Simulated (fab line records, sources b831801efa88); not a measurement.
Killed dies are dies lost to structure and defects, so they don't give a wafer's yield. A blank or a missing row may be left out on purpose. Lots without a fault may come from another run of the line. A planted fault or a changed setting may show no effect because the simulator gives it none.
fab line records | flow sky130
record lots=14 wafers=42 last_day=49
route steps=708 shown VT_ADJUST_HVTR@138 VT_ADJUST_PCH@150 SONOS_ONO@178
lots that met no fault: from a run of the same line without faults
start_h: hours from the record's first day to the start of the lot's first wafer shown | wait_h: hours since the lot's step before | " the same as in the row above | L1.1+2: a row that stands for several wafers | - no value, or no start given | * or withheld: withheld | < > ~ a bound
route shown NAME@n: a module of which the file shows steps, and the number in the route of the first | usual: mean/standard deviation of fault-free wafers | same: alike in all rows | chamber/n: place in a boat | sites: the reading at each site | _std_site: their standard deviation | _edge_site: outer sites' mean less inner sites' | radius_mm: how far each site lies from the wafer's centre | mask NAME#n: copy n | behind: the tool/chamber that last shaped the wafer | hold: why the lot was held/for how many hours/how that ended | device: the transistor (n, p or np) that didn't switch | end of line: the same wafers' tests at the end of the route | a step without rows: its recipe alone | killed: dies lost to structure and defects at the first sort, not the wafer's yield | map: a wafer's dies, x killed, . not, _ none there
set.NAME: the setting as run; set.NAME@STEP: as run at that earlier step | model.NAME: the simulator's own value behind a step, which no gauge read
steps of the route over a sample of lots; a table a step, a row a wafer
services: from which hour (start_h, from the record's first day; less than 0 if before it) a tool's chamber was out of use, for how many hours, and why
## steps
# step SKY_VT_ADJUST_HVTR_CD_MEAS_07
# recipe target_cd_nm=380
# usual cd_nm=380.6/2.5
# columns lot.wafer tool chamber start_h wait_h cd_nm
L153.3 cd_sem-02 - 207.15 0.1 379.4
L153.5 " - " " 378.9
L153.6 " - " " 379.5
L154.1 cd_sem-02 - 218.52 0.1 382.1
L154.2 " - " " 382.8
L154.3 " - " " 379.9
L155.1 cd_sem-02 - 224.45 0.1 376.5
L155.3 " - " " 376.0
L155.6 " - " " 375.3
L156.1 cd_sem-02 - 227.65 0.1 378.0
L156.2 " - " " 379.0
L156.6 " - " " 379.4
L157.1 cd_sem-02 - 232.17 0.1 381.2
L157.4 " - " " 382.3
L157.6 " - " " 382.3
L158.1 cd_sem-02 - 244.75 0.1 378.4
L158.3 " - " " 380.3
L158.5 " - " " 380.7
L159.3 cd_sem-02 - 264.49 0.1 376.7
L159.4 " - " " 377.5
L159.6 " - " " 377.6
L161.4 cd_sem-01 - 282.52 0.1 383.9
L161.5 " - " " 383.4
L161.6 " - " " 382.2
L162.2 cd_sem-02 - 295.58 0.1 383.9
L162.5 " - " " 383.3
L162.6 " - " " 384.0
L164.1 cd_sem-01 - 296.81 0.1 379.3
L164.3 " - " " 378.8
L164.4 " - " " 379.1
L166.3 cd_sem-02 - 313.94 0.1 379.6
L166.5 " - " " 380.9
L166.6 " - " " 378.0
L165.1 cd_sem-02 - 318.01 0.1 379.9
L165.2 " - " " 378.1
L165.5 " - " " 379.5
L168.1 cd_sem-02 - 332.16 0.1 383.1
L168.3 " - " " 384.9
L168.4 " - " " 386.2
L169.2 cd_sem-02 - 339.84 0.1 378.3
L169.5 " - " " 379.8
L169.6 " - " " 381.9
# step SKY_VT_ADJUST_HVTR_OVL_MEAS_08
# usual VT_ADJUST_HVTR_OVL=-1.4/1.3
# columns lot.wafer tool chamber start_h wait_h VT_ADJUST_HVTR_OVL[nm]
L153.3 overlay-02 - 207.24 0.1 -0.7
L153.5 " - " " -1.9
L153.6 " - " " 0.5
L154.1 overlay-01 - 218.64 0.1 -2.6
L154.2 " - " " -0.8
L154.3 " - " " -4.1
L155.1 overlay-02 - 224.57 0.1 -1.4
L155.3 " - " " -2.6
L155.6 " - " " -1.7
L156.1 overlay-01 - 227.77 0.1 -0.1
L156.2 " - " " -0.2
L156.6 " - " " 1.5
L157.1 overlay-02 - 232.29 0.1 -1.2
L157.4 " - " " -2.2
L157.6 " - " " -0.6
L158.1 overlay-02 - 244.87 0.1 -1.7
L158.3 " - " " -0.9
L158.5 " - " " -0.4
L159.3 overlay-02 - 264.58 0.1 0.2
L159.4 " - " " 0.8
L159.6 " - " " -1.1
L161.4 overlay-01 - 282.60 0.1 -3.0
L161.5 " - " " -1.9
L161.6 " - " " 0.2
L162.2 overlay-01 - 295.69 0.1 -2.1
L162.5 " - " " -5.1
L162.6 " - " " -2.0
L164.1 overlay-01 - 296.93 0.1 -2.8
L164.3 " - " " -2.0
L164.4 " - " " 0.4
L166.3 overlay-02 - 314.03 0.1 -1.3
L166.5 " - " " -1.6
L166.6 " - " " -1.7
L165.1 overlay-02 - 318.13 0.1 -1.4
L165.2 " - " " -2.9
L165.5 " - " " -1.7
L168.1 overlay-02 - 332.28 0.1 -2.7
L168.3 " - " " -2.5
L168.4 " - " " -3.5
L169.2 overlay-01 - 339.94 0.1 -2.5
L169.5 " - " " -1.2
L169.6 " - " " -2.4
# step SKY_VT_ADJUST_PCH_OVL_MEAS_07
# usual VT_ADJUST_PCH_OVL=1.0/1.5
# columns lot.wafer tool chamber start_h wait_h VT_ADJUST_PCH_OVL[nm]
L153.3 overlay-02 - 228.90 - 1.8
L153.5 " - " " 0.9
L153.6 " - " " 2.9
L154.1 overlay-02 - 240.94 - 0.9
L154.2 " - " " 1.7
L154.3 " - " " -0.2
L155.1 overlay-01 - 247.90 - 1.4
L155.3 " - " " -0.1
L155.6 " - " " -1.4
L156.1 overlay-01 - 250.46 - 1.0
L156.2 " - " " 3.4
L156.6 " - " " 1.3
L157.1 overlay-01 - 255.96 - 2.6
L157.4 " - " " 0.8
L157.6 " - " " 0.5
L158.1 overlay-01 - 269.00 - 1.3
L158.3 " - " " 2.9
L158.5 " - " " 2.3
L159.3 overlay-01 - 289.11 - 1.1
L159.4 " - " " -1.1
L159.6 " - " " -0.4
L161.4 overlay-01 - 306.77 - 0.7
L161.5 " - " " 1.3
L161.6 " - " " -0.7
L162.2 overlay-02 - 320.92 - 3.1
L162.5 " - " " 4.0
L162.6 " - " " 4.6
L164.1 overlay-02 - 322.54 - 0.0
L164.3 " - " " -0.1
L164.4 " - " " 0.6
L166.3 overlay-01 - 340.57 - -1.9
L166.5 " - " " 0.7
L166.6 " - " " 0.1
L165.1 overlay-01 - 345.65 - 0.2
L165.2 " - " " 1.0
L165.5 " - " " 2.4
L168.1 overlay-02 - 360.01 - 0.8
L168.3 " - " " 2.5
L168.4 " - " " 1.5
L169.2 overlay-02 - 367.31 - 2.0
L169.5 " - " " 2.5
L169.6 " - " " 3.1
# step SKY_SONOS_ONO_EXPOSE_10
# recipe mask_id=ONOM target_cd_nm=410 na=0.6 source_shape=conventional sigma_outer=0.6 dose_mj=150
# usual exposure_dose_mJ_cm2=149.91/0.16 focus_offset_nm=0.1/0.52
# columns lot.wafer tool chamber start_h wait_h mask exposure_dose_mJ_cm2 focus_offset_nm
L153.3 iline_stepper-01 0 271.69 - ONOM#0 149.89 0.0
L153.5 " 0 " " ONOM#0 149.83 1.1
L153.6 " 0 " " ONOM#0 149.87 0.4
L154.1 iline_stepper-01 0 280.94 - ONOM#0 149.95 0.5
L154.2 " 0 " " ONOM#0 150.18 0.3
L154.3 " 0 " " ONOM#0 150.00 0.2
L155.1 iline_stepper-02 0 288.87 - ONOM#0 149.98 0.1
L155.3 " 0 " " ONOM#0 149.98 -0.1
L155.6 " 0 " " ONOM#0 149.87 -0.1
L156.1 iline_stepper-01 0 292.72 - ONOM#0 150.06 -0.3
L156.2 " 0 " " ONOM#0 149.94 0.1
L156.6 " 0 " " ONOM#0 149.75 -0.1
L157.1 iline_stepper-02 0 299.16 - ONOM#0 150.00 0.6
L157.4 " 0 " " ONOM#0 150.08 -0.3
L157.6 " 0 " " ONOM#0 150.01 0.3
L158.1 iline_stepper-02 0 318.77 - ONOM#0 149.90 -0.3
L158.3 " 0 " " ONOM#0 150.03 -0.4
L158.5 " 0 " " ONOM#0 150.05 0.1
L159.3 iline_stepper-01 0 333.43 - ONOM#0 149.76 -0.1
L159.4 " 0 " " ONOM#0 149.78 0.2
L159.6 " 0 " " ONOM#0 149.98 -1.2
L161.4 iline_stepper-01 0 358.44 - ONOM#0 150.04 0.1
L161.5 " 0 " " ONOM#0 149.81 0.1
L161.6 " 0 " " ONOM#0 149.98 -0.4
L162.2 iline_stepper-02 0 368.66 - ONOM#0 149.79 1.2
L162.5 " 0 " " ONOM#0 149.69 -0.1
L162.6 " 0 " " ONOM#0 150.06 -0.1
L164.1 iline_stepper-01 0 370.06 - ONOM#0 150.10 0.3
L164.3 " 0 " " ONOM#0 149.81 -0.4
L164.4 " 0 " " ONOM#0 150.06 0.9
L166.3 iline_stepper-02 0 387.98 - ONOM#0 149.81 0.0
L166.5 " 0 " " ONOM#0 149.93 0.2
L166.6 " 0 " " ONOM#0 149.78 -0.2
L165.1 iline_stepper-01 - 394.07 - ONOM#0 - -
L165.2 " - " " ONOM#0 - -
L165.5 " - " " ONOM#0 - -
L168.1 iline_stepper-01 - 408.52 - ONOM#0 - -
L168.3 " - " " ONOM#0 - -
L168.4 " - " " ONOM#0 - -
L169.2 iline_stepper-01 0 416.86 - ONOM#0 149.67 0.6
L169.5 " 0 " " ONOM#0 149.79 -0.1
L169.6 " 0 " " ONOM#0 149.81 0.5
## services
# columns tool chamber start_h hours kind
iline_stepper-02 - 261.93 18.6 repair
iline_stepper-01 - 296.19 2.1 pm
iline_stepper-01 - 298.27 - consumable_replace:lamp
iline_stepper-01 - 335.96 1.7 pm
iline_stepper-02 0 362.82 - calibration
iline_stepper-01 0 385.41 - calibration
iline_stepper-02 - 389.23 1.7 pm
## key
first_sign step=SKY_SONOS_ONO_EXPOSE_10 reading=tool_record direction=missing
effect none on later readings
met_at SKY_SONOS_ONO_EXPOSE_10
struck_lots L165,L168
later_rows_left_out L165.1,L165.2,L165.5,L168.1,L168.3,L168.4
sort_left_out L165.1,L165.2,L165.5,L168.1,L168.3,L168.4
tester_left_out L165,L168
not_acting_at SKY_VT_ADJUST_HVTR_CD_MEAS_07,SKY_VT_ADJUST_HVTR_OVL_MEAS_08,SKY_VT_ADJUST_PCH_OVL_MEAS_07
onset_between 370.06 394.07
fault kind=skipped_step_whole tool=iline_stepper-01 chamber=- onset_h=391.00 steps=SKY_SONOS_ONO_EXPOSE_10 scope=struck_lots_only
# tester_left_out: of these lots the tester's yield and bins aren't shown, on N5 and GAA mostly nor the transistor test; their killed dies are dies lost to structure and defects alone, not to doping, threshold or leakage, so they don't give the yield
# sort_left_out: the simulated sort isn't trusted on such a fault, so these wafers' sort isn't shown, and their yield isn't known
# later_rows_left_out: the simulator's readings of these wafers behind a module that went badly wrong aren't trusted and aren't shown, but for the sort
